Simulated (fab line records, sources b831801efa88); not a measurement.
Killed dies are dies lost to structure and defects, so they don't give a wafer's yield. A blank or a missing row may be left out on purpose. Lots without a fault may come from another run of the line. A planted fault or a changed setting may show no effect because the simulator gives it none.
fab line records | flow sky130
record lots=10 wafers=30 last_day=49
route steps=708 shown CAP2M@615 METAL4@632 VIA4@657 PAD_OPEN@708
lots that met no fault: from a run of the same line without faults
start_h: hours from the record's first day to the start of the lot's first wafer shown | wait_h: hours since the lot's step before | " the same as in the row above | L1.1+2: a row that stands for several wafers | - no value, or no start given | * or withheld: withheld | < > ~ a bound
route shown NAME@n: a module of which the file shows steps, and the number in the route of the first | usual: mean/standard deviation of fault-free wafers | same: alike in all rows | chamber/n: place in a boat | sites: the reading at each site | _std_site: their standard deviation | _edge_site: outer sites' mean less inner sites' | radius_mm: how far each site lies from the wafer's centre | mask NAME#n: copy n | behind: the tool/chamber that last shaped the wafer | hold: why the lot was held/for how many hours/how that ended | device: the transistor (n, p or np) that didn't switch | end of line: the same wafers' tests at the end of the route | a step without rows: its recipe alone | killed: dies lost to structure and defects at the first sort, not the wafer's yield | map: a wafer's dies, x killed, . not, _ none there
set.NAME: the setting as run; set.NAME@STEP: as run at that earlier step | model.NAME: the simulator's own value behind a step, which no gauge read
steps of the route over a sample of lots; a table a step, a row a wafer
services: from which hour (start_h, from the record's first day; less than 0 if before it) a tool's chamber was out of use, for how many hours, and why
## steps
# step SKY_CAP2M_OVL_MEAS_12
# usual CAP2M_OVL=-0.2/1.6
# columns lot.wafer tool chamber start_h wait_h CAP2M_OVL[nm]
L755.4 overlay-01 - 953.00 0.1 -0.6
L755.5 " - " " 0.7
L755.6 " - " " -0.8
L756.3 overlay-02 - 971.09 0.1 1.0
L756.5 " - " " -0.9
L756.6 " - " " 0.5
L757.1 overlay-02 - 974.03 0.1 2.5
L757.5 " - " " 0.4
L757.6 " - " " 1.3
L763.2 overlay-02 - 1026.99 0.1 0.5
L763.3 " - " " 0.9
L763.4 " - " " -0.2
L765.2 overlay-01 - 1032.54 0.1 0.4
L765.3 " - " " 0.2
L765.4 " - " " 0.7
L764.2 overlay-02 - 1033.26 0.1 2.7
L764.4 " - " " 2.2
L764.5 " - " " 2.5
L770.2 overlay-02 - 1066.51 0.1 0.1
L770.3 " - " " -0.1
L770.6 " - " " -0.6
L771.1 overlay-01 - 1071.40 0.1 -1.9
L771.4 " - " " 3.9
L771.5 " - " " -0.7
L774.1 overlay-02 - 1081.75 0.1 -0.3
L774.5 " - " " -1.2
L774.6 " - " " -1.0
L775.1 overlay-01 - 1084.35 0.1 -0.2
L775.3 " - " " 2.2
L775.4 " - " " 0.0
# step SKY_CAP2M_STRIP_14
# recipe chemistry=O2/N2 power_w=1400 pressure_mtorr=1500 platen_temp_c=withheld o2_flow_sccm=3000 n2_flow_sccm=300 overash_fraction=0.5
# usual drypump_motor_current_A=5.6/0.44 oes_product_au=0.711/0.0044 strip_time_to_endpoint_s=12.67/0.052
# columns lot.wafer tool chamber start_h wait_h drypump_motor_current_A oes_product_au rf_hours_counter_h strip_time_to_endpoint_s
L755.4 plasma_asher-01 0 953.13 0.1 4.8 0.718 - 12.67
L755.5 " 1 " " 6.3 0.709 - 12.70
L755.6 " 0 " " 4.8 0.715 - 12.66
L756.3 plasma_asher-02 1 971.23 0.1 5.8 0.703 - 12.67
L756.5 " 1 " " 5.8 0.716 - 12.70
L756.6 " 0 " " 5.6 0.711 - 12.65
L757.1 plasma_asher-03 0 974.14 0.1 5.7 0.712 86 12.70
L757.5 " 1 " " 5.5 0.720 - 12.67
L757.6 " 0 " " 5.8 0.708 - 12.70
L763.2 plasma_asher-02 0 1027.09 0.1 5.6 0.702 118 12.69
L763.3 " 0 " " 5.6 0.709 - 12.68
L763.4 " 1 " " 5.8 0.710 - 12.73
L765.2 plasma_asher-03 0 1032.64 0.1 5.7 0.705 92 12.56
L765.3 " 1 " " 5.4 0.711 - 12.55
L765.4 " 0 " " 5.7 0.712 - 12.50
L764.2 plasma_asher-01 0 1033.36 0.1 4.8 0.715 29 12.64
L764.4 " 0 " " 4.8 0.713 - 12.63
L764.5 " 0 " " 4.8 0.714 - 12.66
L770.2 plasma_asher-02 0 1066.61 0.1 5.6 0.715 0 12.70
L770.3 " 1 " " 5.8 0.715 - 12.74
L770.6 " 0 " " 5.6 0.713 - 12.70
L771.1 plasma_asher-01 1 1071.51 0.1 6.2 0.718 34 12.68
L771.4 " 0 " " 4.8 0.702 - 12.64
L771.5 " 0 " " 4.8 0.713 - 12.67
L774.1 plasma_asher-01 0 1081.86 0.1 4.8 0.723 35 12.70
L774.5 " 0 " " 4.8 0.714 - 12.67
L774.6 " 1 " " 6.3 0.709 - 12.67
L775.1 plasma_asher-03 0 1084.46 0.1 5.8 0.709 98 12.67
L775.3 " 1 " " 5.5 0.706 - 12.69
L775.4 " 0 " " 5.8 0.702 - 12.64
# step SKY_METAL4_ETCH_16
# recipe chemistry=N2/H2 target=BARC ion_energy_ev=200 bias_w=100 pressure_mtorr=30 n2_flow_sccm=100 h2_flow_sccm=200 icp_w=500 stop_on=SiO2 time_s=88.2 target_depth_a=600
# usual drypump_motor_current_A=6.1/0.52 oes_product_au=0.623/0.0045 throttle_valve_pct=13.205/0.0094
# columns lot.wafer tool chamber start_h wait_h drypump_motor_current_A oes_product_au rf_hours_counter_h throttle_valve_pct
L755.4 rie_metal-02 1 977.80 0.1 6.6 0.620 - 13.200
L755.5 " 1 " " 6.6 0.626 - 13.215
L755.6 " 1 " " 6.6 0.622 - 13.205
L756.3 rie_metal-04 0 995.40 0.0 6.6 0.623 - 13.190
L756.5 " 1 " " 6.0 0.619 - 13.201
L756.6 " 0 " " 6.6 0.621 - 13.217
L757.1 rie_metal-04 0 997.92 0.0 6.6 0.624 17 13.209
L757.5 " 1 " " 6.0 0.623 - 13.195
L757.6 " 0 " " 6.6 0.622 - 13.210
L763.2 rie_metal-02 0 1050.30 0.0 5.0 0.615 11 13.205
L763.3 " 0 " " 5.0 0.613 - 13.216
L763.4 " 1 " " 6.6 0.620 - 13.202
L765.2 rie_metal-01 1 1055.58 0.0 6.0 0.618 10 13.206
L765.3 " 1 " " 6.0 0.619 - 13.211
L765.4 " 0 " " 6.1 0.620 - 13.203
L764.2 rie_metal-04 1 1056.45 0.0 6.0 0.623 13 13.200
L764.4 " 1 " " 6.0 0.625 - 13.200
L764.5 " 0 " " 6.6 0.623 - 13.202
L770.2 rie_metal-01 1 1087.78 0.0 6.0 0.622 13 13.213
L770.3 " 0 " " 6.1 0.625 - 13.207
L770.6 " 0 " " 6.1 0.630 - 13.206
L771.1 rie_metal-02 1 1092.68 0.0 6.6 0.623 18 13.213
L771.4 " 1 " " 6.6 0.630 - 13.209
L771.5 " 1 " " 6.6 0.625 - 13.198
L774.1 rie_metal-01 0 1102.45 0.0 6.1 0.618 17 13.202
L774.5 " 0 " " 6.2 0.624 - 13.209
L774.6 " 1 " " 6.0 0.622 - 13.220
L775.1 rie_metal-01 0 1105.45 0.0 6.1 0.621 17 13.219
L775.3 " 1 " " 6.0 0.626 - 13.206
L775.4 " 0 " " 6.1 0.620 - 13.206
# step SKY_VIA4_CVD_18
# recipe material=W target_thk_nm=505 time_s=152.14 temp_c=400 pressure_torr=40
# usual heater_power_w=843/66
# columns lot.wafer tool chamber start_h wait_h heater_power_w
L755.4 cvd_w-02 1 1002.66 0.1 766
L755.5 " 1 " " 755
L755.6 " 0 " " 825
L756.3 cvd_w-02 0 1020.15 0.1 839
L756.5 " 0 " " 835
L756.6 " 1 " " 776
L757.1 cvd_w-02 0 1022.47 0.0 847
L757.5 " 0 " " 841
L757.6 " 1 " " 768
L763.2 cvd_w-02 1 1073.45 0.0 770
L763.3 " 0 " " 812
L763.4 " 1 " " 770
L765.2 cvd_w-02 0 1078.80 0.0 852
L765.3 " 1 " " 762
L765.4 " 0 " " 821
L764.2 cvd_w-02 0 1079.61 0.0 828
L764.4 " 1 " " 761
L764.5 " 0 " " 853
L770.2 cvd_w-01 0 1109.44 0.0 945
L770.3 " 0 " " 947
L770.6 " 0 " " 941
L771.1 cvd_w-01 0 1114.25 0.0 980
L771.4 " 1 " " 888
L771.5 " 1 " " 922
L774.1 cvd_w-01 0 1124.64 0.0 932
L774.5 " 0 " " 957
L774.6 " 1 " " 888
L775.1 cvd_w-01 0 1127.54 0.0 954
L775.3 " 1 " " 900
L775.4 " 0 " " 981
# step SKY_VIA4_RS_MEAS_19
# recipe thk_meas_gauge=four-point-probe reads=W_of_VIA4_CVD_18+TiN_of_VIA4_SPUTTER_17
# usual VIA4_W_RS=0.227/0.0034
# columns lot.wafer tool chamber start_h wait_h VIA4_W_RS[ohm/sq]
L755.4 film_metro-01 - 1002.82 0.1 0.229
L755.5 " - " " 0.228
L755.6 " - " " 0.227
L756.3 film_metro-04 - 1020.29 0.1 0.226
L756.5 " - " " 0.224
L756.6 " - " " 0.231
L757.1 film_metro-02 - 1022.62 0.1 0.227
L757.5 " - " " 0.222
L757.6 " - " " 0.232
L763.2 film_metro-01 - 1073.62 0.1 0.230
L763.3 " - " " 0.355
L763.4 " - " " 0.363
L765.2 film_metro-04 - 1078.98 0.1 0.222
L765.3 " - " " 0.367
L765.4 " - " " 0.348
L764.2 film_metro-02 - 1079.78 0.1 0.225
L764.4 " - " " 0.361
L764.5 " - " " 0.224
L770.2 film_metro-02 - 1109.61 0.1 0.224
L770.3 " - " " 0.229
L770.6 " - " " 0.228
L771.1 film_metro-01 - 1114.41 0.1 0.228
L771.4 " - " " 0.224
L771.5 " - " " 0.223
L774.1 film_metro-01 - 1124.79 0.1 0.227
L774.5 " - " " 0.228
L774.6 " - " " 0.226
L775.1 film_metro-02 - 1127.69 0.1 0.225
L775.3 " - " " 0.222
L775.4 " - " " 0.226
# step SKY_VIA4_THK_MEAS_20
# recipe thk_meas_gauge=xrf reads=W_of_VIA4_CVD_18
# usual VIA4_W_THK=491/7.9
# columns lot.wafer tool chamber start_h wait_h VIA4_W_THK[nm]
L755.4 film_metro-01 - 1002.91 0.1 494
L755.5 " - " " 495
L755.6 " - " " 497
L756.3 film_metro-04 - 1020.39 0.1 492
L756.5 " - " " 494
L756.6 " - " " 486
L757.1 film_metro-02 - 1022.74 0.1 489
L757.5 " - " " 499
L757.6 " - " " 481
L763.2 film_metro-01 - 1073.73 0.1 488
L763.3 " - " " 318
L763.4 " - " " 310
L765.2 film_metro-04 - 1079.09 0.1 496
L765.3 " - " " 304
L765.4 " - " " 321
L764.2 film_metro-02 - 1079.89 0.1 497
L764.4 " - " " 313
L764.5 " - " " 499
L770.2 film_metro-02 - 1109.72 0.1 490
L770.3 " - " " 479
L770.6 " - " " 481
L771.1 film_metro-01 - 1114.53 0.1 490
L771.4 " - " " 497
L771.5 " - " " 501
L774.1 film_metro-01 - 1124.91 0.1 493
L774.5 " - " " 489
L774.6 " - " " 495
L775.1 film_metro-02 - 1127.81 0.1 486
L775.3 " - " " 491
L775.4 " - " " 487
# step SKY_VIA4_CMP_21
# recipe stop_on=SiO2 t_overpolish_s=25 down_force_psi=3.5 platen_rpm=60 target_thk_nm=0 pad_velocity_m_s=0.94248
# usual motor_current_A=11.6/1.5 slurry_filter_dp_kPa=13.52/0.12 time_to_endpoint_s=124/4.8
# columns lot.wafer tool chamber start_h wait_h motor_current_A slurry_filter_dp_kPa time_to_endpoint_s
L755.4 cmp-02 2 1003.04 0.1 10.4 13.73 120
L755.6 " 0 " " 14.2 13.57 119
L755.5 " 1 " " 11.2 13.55 124
L756.3 cmp-02 1 1020.48 0.1 11.3 13.46 122
L756.5 " 0 " " 12.7 13.44 126
L756.6 " 1 " " 12.1 13.59 119
L757.1 cmp-01 2 1022.90 0.1 12.0 13.47 129
L757.6 " 0 " " 14.1 13.42 121
L757.5 " 1 " " 11.2 13.72 135
L763.3 cmp-02 1 1073.83 0.1 11.6 13.30 82
L763.2 " 2 " " 9.9 13.66 124
L763.4 " 3 " " 11.0 13.53 78
L765.3 cmp-01 0 1079.14 0.0 13.8 13.28 77
L765.2 " 1 " " 10.6 13.47 135
L765.4 " 3 " " 11.0 13.44 86
L764.2 cmp-02 0 1079.94 0.0 13.6 13.49 121
L764.4 " 3 " " 10.4 13.62 71
L764.5 " 1 " " 11.8 13.49 122
L770.3 cmp-02 0 1109.82 0.1 14.1 13.46 126
L770.2 " 1 " " 11.8 13.50 125
L770.6 " 3 " " 10.6 13.48 121
L771.4 cmp-02 0 1114.64 0.1 14.0 13.42 122
L771.1 " 2 " " 9.8 13.44 122
L771.5 " 0 " " 13.8 13.62 128
L774.1 cmp-01 1 1125.12 0.2 10.8 13.67 129
L774.5 " 2 " " 11.7 13.60 123
L774.6 " 3 " " 10.6 13.64 125
L775.1 cmp-01 2 1128.10 0.3 11.9 13.67 123
L775.4 " 3 " " 10.5 13.74 127
L775.3 " 0 " " 13.8 13.42 118
# step SKY_PAD_OPEN_PROBE_99
# usual defect_limited_yield=82.4/1.7 killed_at_M0_to_M3=43/6.4 killed_at_M4_up=3.5/1.8 killed_at_contacts=25/5.7 killed_at_front_end=15/3.9 killed_at_other=0.3/0.67 killed_dies=87/8.6 killed_open=47/6.7 killed_short=39/5.9 sort_bin_3_pad_short=0.9/0.43 sort_bin_5_function=10.4/1.3 sort_bin_6_memory=6.3/1.1 sort_n_pass=405/8.6 sort_yield_pct=82.4/1.7
# same gross_dies=492 killed_at_back_side=0 sort_bin_4_leakage[%]=0 sort_bin_8_speed[%]=0
# columns lot.wafer tool chamber start_h wait_h defect_limited_yield[%] killed_at_M0_to_M3 killed_at_M4_up killed_at_contacts killed_at_front_end killed_at_other killed_dies killed_open killed_short sort_bin_3_pad_short[%] sort_bin_5_function[%] sort_bin_6_memory[%] sort_n_pass sort_yield_pct[%]
L757.1 prober-01 - 1091.06 0.1 83.1 42 1 24 14 2 83 44 39 0.4 9.6 6.9 409 83.1
L757.5 prober-01 - 1091.26 0.2 82.3 44 2 20 21 0 87 47 40 0.8 10.6 6.3 405 82.3
L757.6 prober-01 - 1091.31 0.2 78.9 46 2 36 20 0 104 61 43 0.6 12.4 8.1 388 78.9
L765.2 prober-02 - 1142.18 0.1 82.9 43 3 23 15 0 84 37 46 0.8 7.9 8.3 408 82.9
L765.3 prober-02 - 1142.23 0.2 84.3 39 2 23 12 1 77 40 36 0.6 11.2 3.9 415 84.3
L765.4 prober-02 - 1142.28 0.2 84.6 31 4 29 12 0 76 45 31 0.4 9.3 5.7 416 84.6
L764.2 prober-01 - 1144.03 0.1 85.6 37 2 13 19 0 71 41 30 1.0 8.1 5.3 421 85.6
L764.4 prober-01 - 1144.13 0.2 83.1 52 2 18 11 0 83 43 40 0.6 10.0 6.3 409 83.1
L764.5 prober-01 - 1144.18 0.2 79.3 55 3 31 13 0 102 58 44 1.0 11.8 7.9 390 79.3
L770.2 prober-02 - 1170.65 0.1 81.9 46 2 20 21 0 89 42 47 0.8 11.0 6.3 403 81.9
L770.3 prober-02 - 1170.70 0.2 82.1 46 2 20 20 0 88 47 41 1.8 9.8 6.3 404 82.1
L770.6 prober-02 - 1170.85 0.2 79.5 40 4 27 30 0 101 60 41 0.6 11.0 8.9 391 79.5
L774.1 prober-02 - 1182.60 0.1 80.9 43 3 35 13 0 94 52 42 0.6 11.6 6.9 398 80.9
L774.5 prober-02 - 1182.80 0.2 83.5 47 1 15 17 1 81 41 40 1.0 9.1 6.3 411 83.5
L774.6 prober-02 - 1182.85 0.2 80.5 45 8 24 19 0 96 49 47 1.2 10.4 7.9 396 80.5
# killed by level:class
L757.1 LI_CONTACT:geometric_particle:open=9 VIA3:geometric_particle:open=9 POLY_GATE:geometric_particle:short=6 CONTACT:geometric_particle:open=6 VIA1:geometric_particle:open=6 METAL2:geometric_particle:short=6 METAL1:geometric_particle:short=5 VIA2:geometric_particle:short=5
L757.5 METAL2:geometric_particle:short=8 CONTACT:geometric_particle:open=8 VIA1:geometric_particle:open=7 VIA2:geometric_particle:open=6 FIELD_ISO:geometric_particle:open=5 LI_CONTACT:geometric_particle:open=5 METAL1:geometric_particle:short=5 VIA1:geometric_particle:short=5
L757.6 CONTACT:geometric_particle:open=12 VIA3:geometric_particle:open=9 LI_CONTACT:geometric_particle:open=8 VIA1:geometric_particle:open=8 VIA2:geometric_particle:open=8 LOCAL_INTERCONNECT:geometric_particle:short=7 POLY_GATE:geometric_particle:open=6 CONTACT:geometric_particle:short=6
L765.2 CONTACT:geometric_particle:open=8 METAL2:geometric_particle:short=7 VIA1:geometric_particle:open=7 POLY_GATE:geometric_particle:short=5 LI_CONTACT:geometric_particle:short=5 VIA3:geometric_particle:short=5 VIA3:geometric_particle:open=5 VIA2:geometric_particle:open=4
L765.3 CONTACT:geometric_particle:open=9 VIA1:geometric_particle:open=9 VIA2:geometric_particle:open=6 POLY_GATE:geometric_particle:short=5 LI_CONTACT:geometric_particle:open=5 VIA3:geometric_particle:short=5 VIA3:geometric_particle:open=5 LOCAL_INTERCONNECT:geometric_particle:short=4
L765.4 CONTACT:geometric_particle:open=11 VIA1:geometric_particle:open=8 LI_CONTACT:geometric_particle:open=7 METAL2:geometric_particle:short=5 POLY_GATE:geometric_particle:open=4 LI_CONTACT:geometric_particle:short=3 LOCAL_INTERCONNECT:geometric_particle:short=3 CONTACT:geometric_particle:short=3
L764.2 VIA1:geometric_particle:open=8 VIA2:geometric_particle:open=7 FIELD_ISO:geometric_particle:short=6 VIA3:geometric_particle:open=6 FIELD_ISO:geometric_particle:open=5 POLY_GATE:geometric_particle:short=4 LI_CONTACT:geometric_particle:open=4 POLY_GATE:geometric_particle:open=3
L764.4 VIA1:geometric_particle:open=14 VIA2:geometric_particle:open=8 METAL1:geometric_particle:short=7 CONTACT:geometric_particle:short=7 VIA2:geometric_particle:short=6 FIELD_ISO:geometric_particle:open=5 FIELD_ISO:geometric_particle:short=5 METAL1:geometric_particle:open=4
L764.5 VIA2:geometric_particle:open=11 VIA1:geometric_particle:open=10 CONTACT:geometric_particle:open=9 VIA1:geometric_particle:short=9 LI_CONTACT:geometric_particle:open=7 METAL1:geometric_particle:short=7 LOCAL_INTERCONNECT:geometric_particle:short=6 FIELD_ISO:geometric_particle:open=4
L770.2 METAL2:geometric_particle:short=10 METAL1:geometric_particle:short=8 VIA3:geometric_particle:open=8 LI_CONTACT:geometric_particle:open=7 FIELD_ISO:geometric_particle:short=6 VIA2:geometric_particle:open=6 POLY_GATE:geometric_particle:open=5 CONTACT:geometric_particle:open=5
L770.3 VIA3:geometric_particle:open=9 FIELD_ISO:geometric_particle:open=8 CONTACT:geometric_particle:open=7 VIA3:geometric_particle:short=7 VIA2:geometric_particle:open=6 LI_CONTACT:geometric_particle:open=5 METAL1:geometric_particle:short=5 VIA1:geometric_particle:open=5
L770.6 LI_CONTACT:geometric_particle:open=10 VIA1:geometric_particle:open=10 FIELD_ISO:geometric_particle:short=7 CONTACT:geometric_particle:open=7 FIELD_ISO:geometric_particle:open=6 POLY_GATE:geometric_particle:open=6 METAL1:geometric_particle:short=6 VIA3:geometric_particle:open=6
L774.1 CONTACT:geometric_particle:open=17 VIA1:geometric_particle:open=11 VIA3:geometric_particle:open=7 METAL2:geometric_particle:short=6 FIELD_ISO:geometric_particle:short=5 LI_CONTACT:geometric_particle:open=5 CONTACT:geometric_particle:short=5 VIA1:geometric_particle:short=5
L774.5 VIA1:geometric_particle:open=15 LOCAL_INTERCONNECT:geometric_particle:short=6 VIA3:geometric_particle:short=5 FIELD_ISO:geometric_particle:open=4 POLY_GATE:geometric_particle:short=4 CONTACT:geometric_particle:open=4 METAL1:geometric_particle:short=4 METAL2:geometric_particle:short=4
L774.6 VIA1:geometric_particle:open=10 LI_CONTACT:geometric_particle:open=8 VIA1:geometric_particle:short=8 VIA2:geometric_particle:short=8 VIA2:geometric_particle:open=7 POLY_GATE:geometric_particle:short=6 CONTACT:geometric_particle:open=6 FIELD_ISO:geometric_particle:open=5
## services
# columns tool chamber start_h hours kind
plasma_asher-03 - 942.18 14.6 pm
cmp-02 - 952.83 0.2 repair
plasma_asher-01 - 963.90 14.4 repair
rie_metal-02 0 972.21 8.2 repair
cmp-02 - 975.12 0.9 repair
rie_metal-04 - 982.14 1.2 repair
cmp-02 - 994.59 3.7 pm
cmp-02 - 1028.52 1.4 repair
plasma_asher-02 - 1030.45 17.8 repair
cmp-01 - 1041.41 3.4 repair
cmp-01 - 1043.22 1.2 repair
cmp-01 - 1044.86 3.5 pm
cvd_w-01 0 1051.17 1.4 repair
plasma_asher-02 - 1055.25 9.0 pm
rie_metal-01 - 1057.53 0.8 repair
cmp-01 - 1060.70 0.6 repair
cmp-01 - 1060.89 2.9 repair
cvd_w-01 - 1071.84 28.1 pm
cmp-01 - 1102.94 4.0 pm
cmp-01 - 1106.94 - consumable_replace:conditioner
cmp-01 - 1106.94 - consumable_replace:pad
plasma_asher-03 - 1109.14 3.1 repair
plasma_asher-02 - 1111.89 0.3 repair
rie_metal-01 - 1118.71 1.1 repair
## key
first_sign step=SKY_VIA4_RS_MEAS_19 reading=VIA4_W_RS direction=up sigmas=39 usual=0.227 struck=0.359
effect step=SKY_VIA4_THK_MEAS_20 reading=VIA4_W_THK direction=down sigmas=22 usual=491 struck=313
effect step=SKY_VIA4_CMP_21 reading=time_to_endpoint_s direction=down sigmas=9.4 usual=* struck=*
met_at SKY_VIA4_CVD_18
struck_lots L763,L764,L765
struck_wafers L763.3,L763.4,L764.4,L765.3,L765.4
not_acting_at SKY_CAP2M_OVL_MEAS_12,SKY_CAP2M_STRIP_14,SKY_METAL4_ETCH_16
onset_between 1022.47 1073.45
fault kind=process_parameter_drift tool=cvd_w-02 chamber=- onset_h=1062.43 steps=SKY_VIA4_CVD_18 channel=target_thk_nm offset=-182.39 shape=step end_h=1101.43 scope=struck_wafers_only acts_in=these_recipes_only stated=505
